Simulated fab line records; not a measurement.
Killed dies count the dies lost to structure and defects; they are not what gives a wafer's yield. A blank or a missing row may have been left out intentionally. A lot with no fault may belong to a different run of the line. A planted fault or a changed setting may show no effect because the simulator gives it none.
A sampling plan put to the test | flow gf180mcu | each of the 48 faults these records tell of, on one fab line, judged from the records of the lots it struck
Plan = the line's own looks (route steps where a gauge or an inspection reads the wafer without altering it). A look can be judged if struck wafers have a number there and the file gives its usual mean and standard deviation on fault-free wafers. Caught: at a look after the fault's first step, the mean of the struck wafers lies 4 or more of those standard deviations (sigma) from the usual mean. On the tool: here the same test is run on the tool's own readings at the fault's steps. If the struck wafers alone have a blank record, or they carry another recipe, that too counts as caught.

## THE FAULTS, as the simulator had put them in
1. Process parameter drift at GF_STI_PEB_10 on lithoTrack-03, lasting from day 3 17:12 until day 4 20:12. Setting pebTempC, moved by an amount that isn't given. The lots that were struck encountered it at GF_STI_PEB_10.
2. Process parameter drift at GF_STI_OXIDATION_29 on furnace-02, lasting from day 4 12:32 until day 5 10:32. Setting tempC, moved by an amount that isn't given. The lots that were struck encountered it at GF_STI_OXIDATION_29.
3. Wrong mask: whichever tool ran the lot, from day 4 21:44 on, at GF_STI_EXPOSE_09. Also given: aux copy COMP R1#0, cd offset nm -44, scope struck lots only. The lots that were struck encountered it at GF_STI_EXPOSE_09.
4. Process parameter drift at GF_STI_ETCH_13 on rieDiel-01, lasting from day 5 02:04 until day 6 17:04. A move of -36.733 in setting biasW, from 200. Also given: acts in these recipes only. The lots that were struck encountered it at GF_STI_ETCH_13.
5. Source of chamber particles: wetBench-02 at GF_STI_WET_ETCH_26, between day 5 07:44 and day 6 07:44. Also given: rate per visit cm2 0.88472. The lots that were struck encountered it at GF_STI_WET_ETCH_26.
6. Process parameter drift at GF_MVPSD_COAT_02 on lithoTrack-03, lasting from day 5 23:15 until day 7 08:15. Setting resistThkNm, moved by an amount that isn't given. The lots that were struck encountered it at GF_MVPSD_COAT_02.
7. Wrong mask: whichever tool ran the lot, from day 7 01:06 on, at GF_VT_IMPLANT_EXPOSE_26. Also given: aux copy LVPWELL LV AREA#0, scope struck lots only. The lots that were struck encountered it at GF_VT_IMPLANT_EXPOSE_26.
8. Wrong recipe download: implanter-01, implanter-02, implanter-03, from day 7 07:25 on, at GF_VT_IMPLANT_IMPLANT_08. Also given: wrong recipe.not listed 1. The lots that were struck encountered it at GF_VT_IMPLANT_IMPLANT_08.
9. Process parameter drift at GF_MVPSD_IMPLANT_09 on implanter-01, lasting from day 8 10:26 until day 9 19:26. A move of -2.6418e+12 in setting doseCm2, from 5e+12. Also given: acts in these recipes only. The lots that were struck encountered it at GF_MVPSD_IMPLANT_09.
10. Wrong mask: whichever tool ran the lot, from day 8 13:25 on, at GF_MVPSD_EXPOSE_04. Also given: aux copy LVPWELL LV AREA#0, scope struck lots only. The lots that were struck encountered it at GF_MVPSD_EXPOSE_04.
11. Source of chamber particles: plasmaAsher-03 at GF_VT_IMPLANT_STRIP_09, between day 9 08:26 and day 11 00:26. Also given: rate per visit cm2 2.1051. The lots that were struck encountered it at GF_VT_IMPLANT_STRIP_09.
12. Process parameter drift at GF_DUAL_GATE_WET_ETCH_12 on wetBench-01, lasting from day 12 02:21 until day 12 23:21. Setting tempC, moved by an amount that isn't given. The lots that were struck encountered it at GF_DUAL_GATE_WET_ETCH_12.
13. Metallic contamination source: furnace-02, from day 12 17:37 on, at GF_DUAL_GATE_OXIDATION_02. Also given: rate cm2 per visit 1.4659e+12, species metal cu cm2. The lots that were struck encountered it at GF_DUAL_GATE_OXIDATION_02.
14. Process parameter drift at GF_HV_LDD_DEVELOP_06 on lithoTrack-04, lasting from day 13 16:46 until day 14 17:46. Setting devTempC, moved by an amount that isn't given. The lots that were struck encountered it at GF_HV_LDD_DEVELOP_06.
15. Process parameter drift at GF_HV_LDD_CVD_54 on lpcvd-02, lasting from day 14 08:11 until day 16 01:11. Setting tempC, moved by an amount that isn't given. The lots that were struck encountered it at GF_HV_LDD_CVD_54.
16. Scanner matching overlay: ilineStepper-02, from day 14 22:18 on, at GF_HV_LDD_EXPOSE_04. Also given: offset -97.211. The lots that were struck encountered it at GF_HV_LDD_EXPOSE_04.
17. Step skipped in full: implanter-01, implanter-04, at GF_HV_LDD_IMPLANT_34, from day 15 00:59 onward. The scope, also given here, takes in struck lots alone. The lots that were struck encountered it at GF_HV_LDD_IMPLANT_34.
18. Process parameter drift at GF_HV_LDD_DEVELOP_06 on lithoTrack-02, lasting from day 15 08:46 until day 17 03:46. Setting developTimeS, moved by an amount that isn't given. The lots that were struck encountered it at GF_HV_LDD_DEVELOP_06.
19. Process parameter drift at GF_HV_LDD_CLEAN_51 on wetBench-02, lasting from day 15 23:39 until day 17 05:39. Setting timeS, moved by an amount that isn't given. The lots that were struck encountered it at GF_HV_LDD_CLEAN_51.
20. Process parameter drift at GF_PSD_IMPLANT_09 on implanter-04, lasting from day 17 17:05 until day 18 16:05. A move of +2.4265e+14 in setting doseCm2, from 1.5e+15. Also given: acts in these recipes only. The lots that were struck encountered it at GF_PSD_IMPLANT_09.
21. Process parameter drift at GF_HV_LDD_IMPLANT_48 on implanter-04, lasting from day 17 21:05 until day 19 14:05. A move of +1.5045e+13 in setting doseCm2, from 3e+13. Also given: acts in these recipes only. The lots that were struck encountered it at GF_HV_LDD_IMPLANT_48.
22. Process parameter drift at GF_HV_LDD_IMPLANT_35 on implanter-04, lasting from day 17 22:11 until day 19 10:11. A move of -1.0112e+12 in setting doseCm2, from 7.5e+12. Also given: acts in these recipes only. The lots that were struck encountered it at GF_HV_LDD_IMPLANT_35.
23. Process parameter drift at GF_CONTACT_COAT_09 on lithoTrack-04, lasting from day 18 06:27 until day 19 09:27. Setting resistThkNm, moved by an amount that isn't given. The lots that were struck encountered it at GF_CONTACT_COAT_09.
24. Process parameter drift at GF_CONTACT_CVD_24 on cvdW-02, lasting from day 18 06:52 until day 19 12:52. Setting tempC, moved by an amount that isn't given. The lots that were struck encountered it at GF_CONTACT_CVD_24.
25. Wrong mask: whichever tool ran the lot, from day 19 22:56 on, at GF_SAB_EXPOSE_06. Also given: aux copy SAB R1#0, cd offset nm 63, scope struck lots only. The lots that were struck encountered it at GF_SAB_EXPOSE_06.
26. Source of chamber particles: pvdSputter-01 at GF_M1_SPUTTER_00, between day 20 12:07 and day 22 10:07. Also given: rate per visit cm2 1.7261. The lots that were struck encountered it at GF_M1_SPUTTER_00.
27. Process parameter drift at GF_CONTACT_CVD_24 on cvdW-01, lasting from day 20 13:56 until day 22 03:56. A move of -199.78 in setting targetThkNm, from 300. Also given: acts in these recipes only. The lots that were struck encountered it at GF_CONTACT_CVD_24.
28. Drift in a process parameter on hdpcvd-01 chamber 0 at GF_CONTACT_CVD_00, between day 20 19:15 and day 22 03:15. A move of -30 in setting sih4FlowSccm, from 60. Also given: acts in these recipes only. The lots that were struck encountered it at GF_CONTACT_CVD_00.
29. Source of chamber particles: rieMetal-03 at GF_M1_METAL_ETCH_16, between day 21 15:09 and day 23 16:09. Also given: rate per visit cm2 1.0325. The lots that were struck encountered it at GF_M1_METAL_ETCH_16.
30. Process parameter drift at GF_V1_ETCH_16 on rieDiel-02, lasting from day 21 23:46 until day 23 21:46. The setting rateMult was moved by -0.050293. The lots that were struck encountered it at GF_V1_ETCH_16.
31. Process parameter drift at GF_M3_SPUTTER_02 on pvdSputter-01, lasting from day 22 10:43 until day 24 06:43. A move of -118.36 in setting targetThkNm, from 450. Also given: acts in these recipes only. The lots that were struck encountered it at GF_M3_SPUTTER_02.
32. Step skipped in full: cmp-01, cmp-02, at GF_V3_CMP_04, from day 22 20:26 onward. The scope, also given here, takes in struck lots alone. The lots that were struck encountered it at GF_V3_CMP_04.
33. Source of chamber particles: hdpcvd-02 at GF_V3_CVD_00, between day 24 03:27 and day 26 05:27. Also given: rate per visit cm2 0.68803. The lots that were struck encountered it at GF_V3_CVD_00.
34. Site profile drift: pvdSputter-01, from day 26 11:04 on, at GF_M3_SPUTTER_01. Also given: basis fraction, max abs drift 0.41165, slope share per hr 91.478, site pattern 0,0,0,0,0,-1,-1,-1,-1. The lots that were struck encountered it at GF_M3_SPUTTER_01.
35. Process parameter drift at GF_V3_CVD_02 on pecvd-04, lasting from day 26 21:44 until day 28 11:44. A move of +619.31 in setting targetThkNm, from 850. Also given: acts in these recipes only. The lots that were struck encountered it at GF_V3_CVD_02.
36. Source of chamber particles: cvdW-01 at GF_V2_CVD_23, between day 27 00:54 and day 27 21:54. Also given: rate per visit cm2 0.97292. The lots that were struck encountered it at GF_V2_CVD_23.
37. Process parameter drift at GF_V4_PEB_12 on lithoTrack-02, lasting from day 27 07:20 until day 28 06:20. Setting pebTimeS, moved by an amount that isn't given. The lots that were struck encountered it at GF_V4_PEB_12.
38. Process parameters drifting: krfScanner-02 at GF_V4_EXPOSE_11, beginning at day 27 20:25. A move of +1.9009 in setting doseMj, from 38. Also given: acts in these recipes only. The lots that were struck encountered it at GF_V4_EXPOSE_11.
39. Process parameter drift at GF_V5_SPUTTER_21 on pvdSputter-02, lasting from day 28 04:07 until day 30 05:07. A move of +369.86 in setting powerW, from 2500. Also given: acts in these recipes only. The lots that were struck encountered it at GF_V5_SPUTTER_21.
40. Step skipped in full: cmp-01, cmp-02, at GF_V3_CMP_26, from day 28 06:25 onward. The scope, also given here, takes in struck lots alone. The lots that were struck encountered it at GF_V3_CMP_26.
41. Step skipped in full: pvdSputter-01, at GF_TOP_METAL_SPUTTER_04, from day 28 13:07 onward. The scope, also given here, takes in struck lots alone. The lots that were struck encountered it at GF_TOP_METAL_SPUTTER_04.
42. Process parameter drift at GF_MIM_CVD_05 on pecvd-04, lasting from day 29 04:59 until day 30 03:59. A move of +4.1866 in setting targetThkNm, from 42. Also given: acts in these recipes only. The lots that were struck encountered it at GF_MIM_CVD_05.
43. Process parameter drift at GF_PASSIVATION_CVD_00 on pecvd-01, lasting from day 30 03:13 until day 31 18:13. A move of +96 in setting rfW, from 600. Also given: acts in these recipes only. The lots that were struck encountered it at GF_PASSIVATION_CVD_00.
44. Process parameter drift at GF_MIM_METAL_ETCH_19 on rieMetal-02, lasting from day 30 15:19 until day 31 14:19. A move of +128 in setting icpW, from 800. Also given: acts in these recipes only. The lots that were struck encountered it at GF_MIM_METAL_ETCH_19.
45. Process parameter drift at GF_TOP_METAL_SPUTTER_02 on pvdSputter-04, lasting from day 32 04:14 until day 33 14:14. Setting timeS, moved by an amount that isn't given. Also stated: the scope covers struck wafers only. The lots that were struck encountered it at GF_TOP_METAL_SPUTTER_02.
46. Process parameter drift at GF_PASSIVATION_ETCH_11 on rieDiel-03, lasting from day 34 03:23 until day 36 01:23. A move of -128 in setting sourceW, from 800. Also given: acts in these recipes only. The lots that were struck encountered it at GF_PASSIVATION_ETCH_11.
47. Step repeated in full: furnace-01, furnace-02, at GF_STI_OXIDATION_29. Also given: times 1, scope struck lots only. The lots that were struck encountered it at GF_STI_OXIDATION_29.
48. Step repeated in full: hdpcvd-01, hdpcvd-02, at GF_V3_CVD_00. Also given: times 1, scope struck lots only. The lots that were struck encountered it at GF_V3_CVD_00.

## WHAT THE PLAN SAW
fault | on the tool itself                               | first look that catches it                      | reading, sigma                                                        | median hours from its first step to that look | hours from the fault's start to the first struck lot there | judged looks passed uncaught
1     | heaterPowerTotalW -99 or beyond sigma            | GF_STI_CD_MEAS_12                               | cdNm +69                                                              | 0.3                                           | 4                                                          | 0
2     | spikeTcLowerC +31 sigma                          | GF_STI_THK_MEAS_30                              | STI_OXIDATION_02_THK +21                                              | 1.4                                           | 3                                                          | 0
3     | under 2 sigma                                    | GF_STI_CD_MEAS_12                               | cdNm -31                                                              | 7.1                                           | 9                                                          | 0
4     | biasW -59 sigma                                  | no look after it can be judged                  | -                                                                     | -                                             | -                                                          | 0
5     | no reading that can be judged                    | not the one look that can be judged after it    | -                                                                     | -                                             | -                                                          | 1
6     | no reading that can be judged                    | no look after it can be judged                  | -                                                                     | -                                             | -                                                          | 0
7     | under 2 sigma                                    | GF_VT_IMPLANT_TW_MEAS_32                        | VT_IMPLANT_3_TW -99 or beyond                                         | 7.7                                           | 12                                                         | 0
8     | under 2 sigma                                    | GF_VT_IMPLANT_TW_MEAS_10                        | VT_IMPLANT_TW -52                                                     | 0.2                                           | 3                                                          | 0
9     | doseIonsCm2 -99 or beyond sigma                  | GF_MVPSD_TW_MEAS_11                             | MVPSD_TW -4.1                                                         | 0.2                                           | 2                                                          | 0
10    | no reading that can be judged                    | GF_MVPSD_TW_MEAS_11                             | MVPSD_TW -99 or beyond                                                | 9.1                                           | 12                                                         | 0
11    | under 2 sigma                                    | no look after it can be judged                  | -                                                                     | -                                             | -                                                          | 0
12    | tempC -99 or beyond sigma                        | none of the 5 looks that can be judged after it | -                                                                     | -                                             | -                                                          | 5
13    | under 2 sigma                                    | no look after it can be judged                  | -                                                                     | -                                             | -                                                          | 0
14    | developerTempC +23 sigma                         | none of the 3 looks that can be judged after it | strongest: cdNm at GF_HV_LDD_CD_MEAS_07, -3.1                         | -                                             | -                                                          | 3
15    | susceptorTempC +88 sigma                         | GF_HV_LDD_THK_MEAS_55                           | HV_LDD_CVD_54_THK +72                                                 | 1.1                                           | 14                                                         | 0
16    | no reading that can be judged                    | GF_HV_LDD_OVL_MEAS_08                           | HV_LDD_OVL -65                                                        | 11.2                                          | 20                                                         | 0
17    | the tool's record is blank for the struck wafers | GF_HV_LDD_TW_MEAS_38                            | HV_LDD_3_TW -18                                                       | 0.5                                           | 3                                                          | 0
18    | under 2 sigma                                    | GF_HV_LDD_CD_MEAS_07                            | cdNm +9.7                                                             | 0.1                                           | 9                                                          | 0
19    | runLengthS -27 sigma                             | no look after it can be judged                  | -                                                                     | -                                             | -                                                          | 0
20    | doseIonsCm2 +99 or beyond sigma                  | GF_PSD_TW_MEAS_11                               | PSD_TW +6.1                                                           | 0.2                                           | 3                                                          | 0
21    | doseIonsCm2 +99 or beyond sigma                  | GF_HV_LDD_TW_MEAS_50                            | HV_LDD_4_TW +24                                                       | 0.3                                           | 3                                                          | 0
22    | doseIonsCm2 -99 or beyond sigma                  | not the one look that can be judged after it    | strongest: HV_LDD_3_TW at GF_HV_LDD_TW_MEAS_38, -2.6                  | -                                             | -                                                          | 1
23    | no reading that can be judged                    | no look after it can be judged                  | -                                                                     | -                                             | -                                                          | 0
24    | susceptorTempC -33 sigma                         | GF_CONTACT_RS_MEAS_25                           | CONTACT_W_RS +20                                                      | 0.1                                           | 11                                                         | 0
25    | under 2 sigma                                    | GF_SAB_CD_MEAS_09                               | cdNm +31                                                              | 11.3                                          | 15                                                         | 0
26    | under 2 sigma                                    | not the one look that can be judged after it    | -                                                                     | -                                             | -                                                          | 1
27    | under 2 sigma                                    | GF_CONTACT_RS_MEAS_25                           | CONTACT_W_RS +99 or beyond                                            | 0.1                                           | 11                                                         | 0
28    | sih4FlowSccm -99 or beyond sigma                 | GF_CONTACT_THK_MEAS_01                          | CONTACT_CVD_00_THK -37                                                | 0.0                                           | 4                                                          | 0
29    | under 2 sigma                                    | none of the 2 looks that can be judged after it | -                                                                     | -                                             | -                                                          | 2
30    | under 2 sigma                                    | none of the 6 looks that can be judged after it | -                                                                     | -                                             | -                                                          | 6
31    | under 2 sigma                                    | GF_M3_RS_MEAS_05                                | M3_ALCU_RS +25                                                        | 0.1                                           | 23                                                         | 0
32    | the tool's record is blank for the struck wafers | no look after it can be judged                  | -                                                                     | -                                             | -                                                          | 0
33    | no reading that can be judged                    | none of the 3 looks that can be judged after it | -                                                                     | -                                             | -                                                          | 3
34    | under 2 sigma                                    | none of the 7 looks that can be judged after it | -                                                                     | -                                             | -                                                          | 7
35    | under 2 sigma                                    | GF_V3_THK_MEAS_03                               | V3_CVD_02_THK +51                                                     | 0.1                                           | 23                                                         | 0
36    | under 2 sigma                                    | not the one look that can be judged after it    | -                                                                     | -                                             | -                                                          | 1
37    | heaterPowerTotalW +95 sigma                      | GF_V4_CD_MEAS_14                                | cdNm -7.3                                                             | 0.3                                           | 8                                                          | 0
38    | exposureDoseMJCm2 +51 sigma                      | GF_V4_CD_MEAS_14                                | cdNm +6.2                                                             | 9.6                                           | 19                                                         | 0
39    | cathodeDcPowerW +99 or beyond sigma              | no look after it can be judged                  | -                                                                     | -                                             | -                                                          | 0
40    | no reading that can be judged                    | no look after it can be judged                  | -                                                                     | -                                             | -                                                          | 0
41    | the tool's record is blank for the struck wafers | none of the 2 looks that can be judged after it | strongest: TOP_METAL_ALCU_THK at GF_TOP_METAL_THK_MEAS_06, +3.0       | -                                             | -                                                          | 2
42    | under 2 sigma                                    | GF_MIM_THK_MEAS_06                              | MIM_CVD_05_THK +6.2                                                   | 0.0                                           | 3                                                          | 0
43    | rfFwdPowerW +47 sigma                            | not the one look that can be judged after it    | strongest: PASSIVATION_CVD_00_THK at GF_PASSIVATION_THK_MEAS_01, +2.8 | -                                             | -                                                          | 1
44    | rfFwdPowerW +33 sigma                            | no look after it can be judged                  | -                                                                     | -                                             | -                                                          | 0
45    | under 2 sigma                                    | GF_TOP_METAL_RS_MEAS_05                         | TOP_METAL_ALCU_RS -28                                                 | 0.1                                           | 2                                                          | 0
46    | rfFwdPowerW -49 sigma                            | no look after it can be judged                  | -                                                                     | -                                             | -                                                          | 0
47    | under 2 sigma                                    | GF_STI_THK_MEAS_30                              | STI_OXIDATION_02_THK +36                                              | 3.9                                           | -                                                          | 0
48    | no reading that can be judged                    | GF_V3_THK_MEAS_01                               | V3_CVD_00_THK +78                                                     | 0.4                                           | -                                                          | 0
Dash: fault not caught, or number not given in these records.

Caught at a look: 25 of 48. Caught on the tool: 22 of 48. By one or the other: 36 of 48.
Caught on the tool alone: faults 4, 12, 14, 19, 22, 32, 39, 41, 43, 44, 46.
Caught at a look alone: faults 3, 7, 8, 10, 16, 18, 25, 27, 31, 35, 42, 45, 47, 48.
Caught by neither: faults 5, 6, 11, 13, 23, 26, 29, 30, 33, 34, 36, 40.

## THINNER SAMPLING
In the worst case, this is how late the first struck lot would be measured if the look that catches a fault measured only every second or every third lot, by lot number:
fault | struck lots at that look, in order of time | every lot | every second lot | every third lot
1     | L495, L496                                 | 4 h       | 7 h              | may miss all 2
2     | L780, L782                                 | 3 h       | may miss all 2   | may miss all 2
3     | L813                                       | 9 h       | may miss it      | may miss it
7     | L476                                       | 12 h      | may miss it      | may miss it
8     | L253, L254, L255, L256                     | 3 h       | 12 h             | 16 h
9     | L121, L126                                 | 2 h       | 30 h             | may miss all 2
10    | L707                                       | 12 h      | may miss it      | may miss it
15    | L368, L369, L370                           | 14 h      | 21 h             | 33 h
16    | L625, L626                                 | 20 h      | 22 h             | may miss all 2
17    | L314, L315, L316                           | 3 h       | 18 h             | 22 h
18    | L157, L158, L162                           | 9 h       | 11 h             | 42 h
20    | L494, L495                                 | 3 h       | 8 h              | may miss all 2
21    | L688, L693                                 | 3 h       | 39 h             | may miss all 2
24    | L410, L411                                 | 11 h      | 15 h             | may miss all 2
25    | L295                                       | 15 h      | may miss it      | may miss it
27    | L901, L902                                 | 11 h      | 19 h             | may miss all 2
28    | L139, L140                                 | 4 h       | 10 h             | may miss all 2
31    | L299, L300                                 | 23 h      | 35 h             | may miss all 2
35    | L252, L253                                 | 23 h      | 32 h             | may miss all 2
37    | L144, L146                                 | 8 h       | may miss all 2   | may miss all 2
38    | L606, L607                                 | 19 h      | 23 h             | may miss all 2
42    | L344, L345                                 | 3 h       | 12 h             | may miss all 2
45    | L348                                       | 2 h       | may miss it      | may miss it
The hour figures run from when the fault began to the first measured lot among those it struck. The test against the limit of 4 sigma pooled every struck wafer, which means one lot taken alone may stay below that limit. Other struck lots may not be in these records.

## THE LONGEST TIMED WAY FROM STEP TO LOOK
Fault 25: median gap of 11.3 hours between GF_SAB_EXPOSE_06 and GF_SAB_CD_MEAS_09. No look between them can be judged.
